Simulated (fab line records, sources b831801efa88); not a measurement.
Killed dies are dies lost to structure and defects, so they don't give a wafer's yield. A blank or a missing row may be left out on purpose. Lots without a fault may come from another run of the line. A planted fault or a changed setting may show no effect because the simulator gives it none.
Chamber matching | flow sky130 | SKY_METAL4_ETCH_17 on rie_diel-01: 4 sister chambers
The step etches SiO2 in C4F8/O2/Ar, stops on TiN, time 3.9 s, target depth 15 nm. 18 wafers are shown with their chamber, then 9 later ones without.

WAFERS WITH THEIR CHAMBER
wafer  | chamber | oes_product_au (a.u.)
L075.1 | 1       | 0.754
L075.2 | 2       | 0.758
L075.4 | 0       | 0.764
L077.1 | 3       | 0.760
L077.4 | 0       | 0.763
L077.6 | 0       | 0.766
L080.1 | 0       | 0.762
L080.2 | 3       | 0.755
L080.5 | 1       | 0.771
L083.2 | 2       | 0.747
L083.3 | 3       | 0.751
L083.5 | 3       | 0.755
L086.1 | 1       | 0.755
L086.3 | 2       | 0.758
L086.4 | 0       | 0.744
L088.1 | 3       | 0.748
L088.4 | 2       | 0.753
L088.5 | 2       | 0.749

SIGNATURES (means of the wafers above)
reading        | chamber 0 | chamber 1 | chamber 2 | chamber 3 | scatter within a chamber
oes_product_au | 0.75980   | 0.76000   | 0.75300   | 0.75380   | 0.00701
Rule: a wafer's distance from a chamber is the root of the sum, over the readings, of the square of ((its reading less the chamber's mean) divided by the reading's scatter). The wafer belongs to the nearest chamber; if the next one is less than 2 further off, it can't be placed. The scatter: the root of (the sum of the squares of (reading less its chamber's mean) over the shown wafers, divided by (wafers less chambers)).

WAFERS WITHOUT THEIR CHAMBER
wafer  | oes_product_au (a.u.)
L091.1 | 0.756
L091.5 | 0.750
L091.6 | 0.767
L094.1 | 0.759
L094.2 | 0.749
L094.3 | 0.751
L094.4 | 0.751
L094.5 | 0.759
L094.6 | 0.760

WHICH CHAMBER EACH WENT THROUGH
wafer  | from the rows above               | in truth
L091.1 | can't be placed: 3 or 2 or 0 or 1 | 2
L091.5 | can't be placed: 2 or 3 or 0 or 1 | 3
L091.6 | can't be placed: 1 or 0 or 3 or 2 | 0
L094.1 | can't be placed: 0 or 1 or 3 or 2 | 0
L094.2 | can't be placed: 2 or 3 or 0 or 1 | 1
L094.3 | can't be placed: 2 or 3 or 0 or 1 | 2
L094.4 | can't be placed: 2 or 3 or 0 or 1 | 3
L094.5 | can't be placed: 0 or 1 or 3 or 2 | 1
L094.6 | can't be placed: 1 or 0 or 3 or 2 | 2
Placed correctly: 0 of 9. Can't be placed from these rows: 9 (the true chamber is among the candidates in 9). Placed wrongly: 0.
